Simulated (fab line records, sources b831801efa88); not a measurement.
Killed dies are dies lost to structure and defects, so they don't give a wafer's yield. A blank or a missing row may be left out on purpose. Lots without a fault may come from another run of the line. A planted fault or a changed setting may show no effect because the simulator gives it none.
A struck lot beside a sound one | flow sky130 | 18 steps out of a route of 708
Sound: wafers L666.3, L666.4, L666.5. Struck: wafer L679.2. (L679.3, L679.5 of the same lot were not struck and are left out.) The cause comes at the end.
At each step with rows: each side's tool, then ch and its chambers, then its first start. Under that, the readings that differ: sound wafers | struck wafers | difference of the means | sigmas: that difference in standard deviations of wafers without a fault.
alike: readings whose means differ by less than 2 such deviations, and words and numbers that are the same on both sides. not compared: withheld readings, readings that some wafer has no value for, bounds like >300 that may hide the same value, and numbers for which the record gives no deviation and whose values overlap.
The two part at a step that has a row with sigmas, a row that says differs or no value, or rows on one side only. Numbers that don't overlap but have no deviation are shown without sigmas and don't part them. A reading that every wafer of one side lacks parts them only if that side has two wafers or more.

first, 3 steps without rows for these wafers: SKY_LI_CONTACT_EXPOSE_09 (exposes mask LICM1, target cd 170 nm); SKY_LI_CONTACT_PEB_10; SKY_LI_CONTACT_DEVELOP_11 (develop time 60 s).
SKY_LI_CONTACT_CD_MEAS_12: target cd 170 nm.
  sound on cd_sem-01, day 29 11:42; struck on cd_sem-01, day 33 18:44
  alike: cd_nm
SKY_LI_CONTACT_OVL_MEAS_13:
  sound on overlay-02, day 29 11:47; struck on overlay-01, day 33 18:50
  alike: LI_CONTACT_OVL
SKY_LI_CONTACT_ETCH_14: etches BARC in N2/H2, stops on SiO2, time 45.9 s, target depth 60 nm.
  sound on rie_diel-03 ch 1,2,3, day 29 11:49; struck on rie_diel-01 ch 3, day 33 18:52
  alike: drypump_motor_current_A, oes_product_au, throttle_valve_pct
  not compared: rf_hours_counter_h
SKY_LI_CONTACT_ETCH_15: etches PSG in C4F8/O2/Ar, stops on Si, target depth 600 nm.
  sound on rie_diel-03 ch 1,2,3, day 29 11:52; struck on rie_diel-01 ch 3, day 33 18:56
  alike: oes_product_au
SKY_LI_CONTACT_STRIP_16: strips in O2/N2.
  sound on plasma_asher-04 ch 0,1, day 29 11:58; struck on plasma_asher-04 ch 1, day 33 19:04
  reading                | sound             | struck | difference                   | sigmas
  oes_product_au (a.u.)  | 0.363 0.376 0.371 | 0.381  | +0.011                       | +2
  rf_hours_counter_h (h) | - - -             | 68     | no value on the sound wafers |
  alike: drypump_motor_current_A, strip_time_to_endpoint_s
then, 2 steps without rows for these wafers: SKY_LI_CONTACT_CLEAN_17 (cleans in NMP, time 600 s); SKY_LI_CONTACT_PRE_CLEAN_18 (time 5.6 s).
SKY_LI_CONTACT_SPUTTER_19: material Ti, target thk 20 nm, time 106.37 s.
  sound on pvd_sputter-04, day 29 12:14; struck on pvd_sputter-04, day 33 19:21
  alike: chamber_pressure_pa, throttle_valve_pct
then, 1 step without rows for these wafers: SKY_LI_CONTACT_SPUTTER_20 (material TiN, target thk 20 nm, time 80 s).
SKY_LI_CONTACT_CVD_21: deposits W, target thk 400 nm, time 120.56 s.
  sound on cvd_w-01 ch 0,1, day 29 12:25; struck on cvd_w-02 ch 1, day 33 19:29
  reading                                  | sound             | struck | difference | sigmas
  model.W_of_LI_CONTACT_CVD_21.thk_nm (nm) | 410.2 415.9 406.4 | 544    | +133       |
  alike: heater_power_w
SKY_LI_CONTACT_RS_MEAS_22: measures by four-point-probe.
  sound on film_metro-03, day 29 12:32; struck on film_metro-02, day 33 19:55
  reading                  | sound             | struck | difference | sigmas
  LI_CONTACT_W_RS (ohm/sq) | 0.277 0.274 0.279 | 0.210  | -0.067     | -12
  not compared: hold
SKY_LI_CONTACT_THK_MEAS_23: measures by xrf.
  sound on film_metro-03, day 29 12:38; struck on film_metro-02, day 33 21:25
  not compared: hold, LI_CONTACT_W_THK
SKY_LI_CONTACT_CMP_24: polishes, stops on PSG, t overpolish 20 s, target thk 0 nm.
  sound on cmp-01 ch 0,1,2, day 29 12:41; struck on cmp-02 ch 3, day 33 23:08
  reading                | sound             | struck                   | difference                   | sigmas
  hold                   | - - -             | await_dispo/1.7h/release | no value on the sound wafers |
  platen_rpm (rpm)       | 59.99 59.94 60.03 | 60.09                    | +0.10                        | +3
  time_to_endpoint_s (s) | 100 103 92        | 134                      | +36                          | +9
  alike: motor_current_A
SKY_LOCAL_INTERCONNECT_SPUTTER_00: material TiN, target thk 100 nm, time 83.3 s.
  sound on pvd_sputter-02, day 29 12:59; struck on pvd_sputter-01, day 33 23:26
  alike: chamber_pressure_pa, throttle_valve_pct
then, 1 step without rows for these wafers: SKY_PAD_OPEN_PROBE_99.

WHERE THEY PART
First at SKY_LI_CONTACT_STRIP_16; last, within this record, at SKY_LI_CONTACT_CMP_24. Later steps at which nothing parts them and some readings are alike: SKY_LOCAL_INTERCONNECT_SPUTTER_00.

WHY: what the simulator had put in
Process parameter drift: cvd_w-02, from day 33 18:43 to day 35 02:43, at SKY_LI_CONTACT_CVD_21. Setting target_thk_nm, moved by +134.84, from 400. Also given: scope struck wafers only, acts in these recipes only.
